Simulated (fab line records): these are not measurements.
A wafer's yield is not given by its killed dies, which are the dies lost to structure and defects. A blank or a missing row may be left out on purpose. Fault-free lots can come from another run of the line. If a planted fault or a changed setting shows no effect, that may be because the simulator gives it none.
What tool caused it? ; flow gf180mcu ; 14 lots, 42 wafers sampled, at 5 steps of a route of 602

== WHAT THE GAUGES READ, wafer by wafer ==
GF_V5_CD_MEAS_14: target cd 260 nm.
lot;measured;on;cd-nm (nm)
L847;day 27 09:21;cd-sem-02;260.4 258.8 260.1
L848;day 27 14:33;cd-sem-02;261.7 261.2 261.0
L849;day 28 02:49;cd-sem-02;260.2 259.3 258.6
L850;day 28 09:35;cd-sem-01;260.4 259.0 260.5
L851;day 28 18:14;cd-sem-02;259.6 258.9 260.2
L852;day 29 03:01;cd-sem-01;259.9 260.9 259.9
L853;day 29 12:40;cd-sem-01;260.0 259.5 259.9
L855;day 29 19:47;cd-sem-01;262.4 261.2 262.2
L854;day 30 01:03;cd-sem-02;259.0 257.9 258.7
L856;day 30 14:44;cd-sem-01;259.4 260.3 260.1
L858;day 31 00:37;cd-sem-02;261.8 260.0 260.7
L864;day 32 12:01;cd-sem-01;294.7 294.2 293.9
L865;day 32 14:05;cd-sem-01;293.2 292.8 293.4
L866;day 33 00:59;cd-sem-01;260.0 261.1 261.1

== WHICH TOOL RAN EACH LOT (tool, then ch and the chambers of the sampled wafers, then the start) ==
lot;GF_MIM_CVD_05;GF_MIM_SPUTTER_08;GF_MIM_STRIP_20;GF_V5_EXPOSE_11
L847;pecvd-03 ch 0,1,2, day 24 16:09;pvd-sputter-04, day 24 16:17;plasma-asher-01 ch 0,1, day 25 14:20;krf-scanner-02 ch 0, day 26 23:11
L848;pecvd-03 ch 0,2, day 24 22:36;pvd-sputter-02, day 24 22:44;plasma-asher-04 ch 0,1, day 25 20:18;krf-scanner-01 ch 0, day 27 05:10
L849;pecvd-03 ch 0,2, day 25 10:46;pvd-sputter-03, day 25 10:54;plasma-asher-04 ch 0,1, day 26 07:35;krf-scanner-01 ch 0, day 27 16:54
L850;pecvd-04 ch 0,1,2, day 25 18:19;pvd-sputter-03, day 25 18:27;plasma-asher-03 ch 0,1, day 26 14:54;krf-scanner-02 ch 0, day 27 23:48
L851;pecvd-04 ch 1,2, day 26 04:05;pvd-sputter-02, day 26 04:14;plasma-asher-04 ch 0,1, day 27 01:03;krf-scanner-02 ch 0, day 28 08:58
L852;pecvd-02 ch 0,1,2, day 26 12:47;pvd-sputter-02, day 26 12:56;plasma-asher-01 ch 0,1, day 27 09:39;krf-scanner-02 ch 0, day 28 17:35
L853;pecvd-04 ch 0,2, day 26 22:49;pvd-sputter-04, day 26 22:57;plasma-asher-03 ch 0,1, day 27 19:36;krf-scanner-02 ch 0, day 29 03:02
L855;pecvd-04 ch 0,1,2, day 27 08:59;pvd-sputter-02, day 27 09:08;plasma-asher-03 ch 0,1, day 28 03:42;krf-scanner-01 ch 0, day 29 10:17
L854;pecvd-03 ch 1,2, day 27 13:49;pvd-sputter-03, day 27 13:56;plasma-asher-03 ch 0,1, day 28 09:42;krf-scanner-01 ch 0, day 29 15:48
L856;pecvd-02 ch 0,1,2, day 28 05:15;pvd-sputter-02, day 28 05:23;plasma-asher-04 ch 0,1, day 29 01:00;krf-scanner-01 ch 0, day 30 06:08
L858;pecvd-02 ch 0,2, day 28 15:31;pvd-sputter-04, day 28 15:39;plasma-asher-04 ch 0,1, day 29 10:53;krf-scanner-02 ch 0, day 30 16:12
L864;pecvd-02 ch 0,1, day 30 05:32;pvd-sputter-04, day 30 05:40;plasma-asher-01 ch 0,1, day 30 23:45;krf-scanner-01 ch 0, day 32 03:24
L865;pecvd-03 ch 0,2, day 30 07:31;pvd-sputter-02, day 30 07:39;plasma-asher-03 ch 0,1, day 31 02:00;krf-scanner-01 ch 0, day 32 06:01
L866;pecvd-04 ch 1,2, day 30 20:01;pvd-sputter-04, day 30 20:09;plasma-asher-04 ch 0,1, day 31 13:39;krf-scanner-02 ch 0, day 32 16:45
- GF_MIM_CVD_05: deposits Si3N4, target thk 42 nm, time 29.086 s.
- GF_MIM_SPUTTER_08: material AlCu, target thk 200 nm, time 10.6 s.
- GF_MIM_STRIP_20: strips in O2/N2.
- GF_V5_EXPOSE_11: exposes mask Via5, target cd 260 nm.

== AS READ BY THE TOOLS THEMSELVES (means over the sampled wafers that have a number; for cases with no such wafer, the mark the record gives instead) ==
GF_MIM_CVD_05.
lot;tool;heater-power-w (W)
L847;pecvd-03;703
L848;pecvd-03;578
L849;pecvd-03;523
L850;pecvd-04;703
L851;pecvd-04;692
L852;pecvd-02;664
L853;pecvd-04;638
L855;pecvd-04;700
L854;pecvd-03;711
L856;pecvd-02;672
L858;pecvd-02;734
L864;pecvd-02;644
L865;pecvd-03;516
L866;pecvd-04;668

GF_MIM_SPUTTER_08.
lot;tool;throttle-valve-pct (%)
L847;pvd-sputter-04;29.9
L848;pvd-sputter-02;30.9
L849;pvd-sputter-03;30.3
L850;pvd-sputter-03;29.7
L851;pvd-sputter-02;30.6
L852;pvd-sputter-02;30.6
L853;pvd-sputter-04;30.0
L855;pvd-sputter-02;30.1
L854;pvd-sputter-03;30.2
L856;pvd-sputter-02;30.6
L858;pvd-sputter-04;29.3
L864;pvd-sputter-04;30.3
L865;pvd-sputter-02;30.5
L866;pvd-sputter-04;30.7

GF_MIM_STRIP_20.
lot;tool;chamber-pressure-mTorr (mTorr);drypump-motor-current-A (A);heater-power-w (W);oes-product-au (a.u.);strip-time-to-endpoint-s (s)
L847;plasma-asher-01;1499.6;5.7;326;0.690;11.22
L848;plasma-asher-04;1500.6;5.6;307;0.691;11.19
L849;plasma-asher-04;1500.6;5.3;308;0.693;11.29
L850;plasma-asher-03;1500.8;5.8;347;0.696;11.27
L851;plasma-asher-04;1500.2;5.3;308;0.691;11.15
L852;plasma-asher-01;1501.5;5.8;344;0.688;11.15
L853;plasma-asher-03;1500.9;5.6;359;0.692;11.18
L855;plasma-asher-03;1499.5;5.8;344;0.687;11.19
L854;plasma-asher-03;1500.3;5.8;341;0.687;11.13
L856;plasma-asher-04;1500.1;5.6;312;0.688;11.19
L858;plasma-asher-04;1499.9;5.6;309;0.684;11.16
L864;plasma-asher-01;1500.5;5.7;331;0.686;11.19
L865;plasma-asher-03;1500.6;5.7;342;0.686;11.17
L866;plasma-asher-04;1499.3;5.3;307;0.686;11.15

GF_V5_EXPOSE_11.
lot;tool;exposure-dose-mJ-cm2
L847;krf-scanner-02;38.88
L848;krf-scanner-01;38.88
L849;krf-scanner-01;38.91
L850;krf-scanner-02;38.84
L851;krf-scanner-02;38.88
L852;krf-scanner-02;38.86
L853;krf-scanner-02;38.85
L855;krf-scanner-01;38.83
L854;krf-scanner-01;38.85
L856;krf-scanner-01;38.87
L858;krf-scanner-02;38.87
L864;krf-scanner-01;48.62
L865;krf-scanner-01;48.53
L866;krf-scanner-02;38.85

== THE ANSWER, worked out from the rows above alone ==
Rule: what is usual is taken from the lots themselves. The widest of any qualifying gaps counts: lots, ordered by their means at a reading, are off when they make up no more than a third of the lots, leave a main group of 4 or more, and stand apart from it by 3 or more times the standard deviation of that group's means. A main group whose means are all the same, to the digits that the tables above print for the reading, isn't used. Also off: a lot with no number at a reading for which 4 or more lots have one. Where the step has rows for the other lots, those lots are counted as sound. First the gauges in route order, then the tools' own readings, where a lot's mean is used as printed above. The first step at which some lot is off is used, and at that step the reading that is off furthest; a lot without a number counts as furthest.
Off at GF_V5_CD_MEAS_14 (cd-nm): L864, L865. Main group: mean 260.2 nm, sd 0.88.
A tool fits if, at a process step before that reading, it ran every lot that is off, and no sound lot after the first of them. Not tried: the gauges at GF_V5_CD_MEAS_14; whatever is off there is also off at GF_V5_EXPOSE_11, on other tools, and gauge error can't account for it. One candidate fits, namely krf-scanner-01 at GF_V5_EXPOSE_11. Its last sound lot is L856 (day 30 06:08), its first lot that is off L864 (day 32 03:24): a fault that began between those two fits.
On the lots that are off, the tool's own readings at GF_V5_EXPOSE_11 differ by more than 5 times the standard deviation of the sound lots' means, which bears it out; exposure-dose-mJ-cm2 reads 48.58 there versus 38.86 on the sound lots.

== WHAT THE SIMULATOR PUT IN ==
Drift in process parameters on krf-scanner-01 at GF_V5_EXPOSE_11, starting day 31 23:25. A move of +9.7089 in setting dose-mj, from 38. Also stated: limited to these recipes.
Shown lots that were struck: L864, L865. The same result came from the rule above.
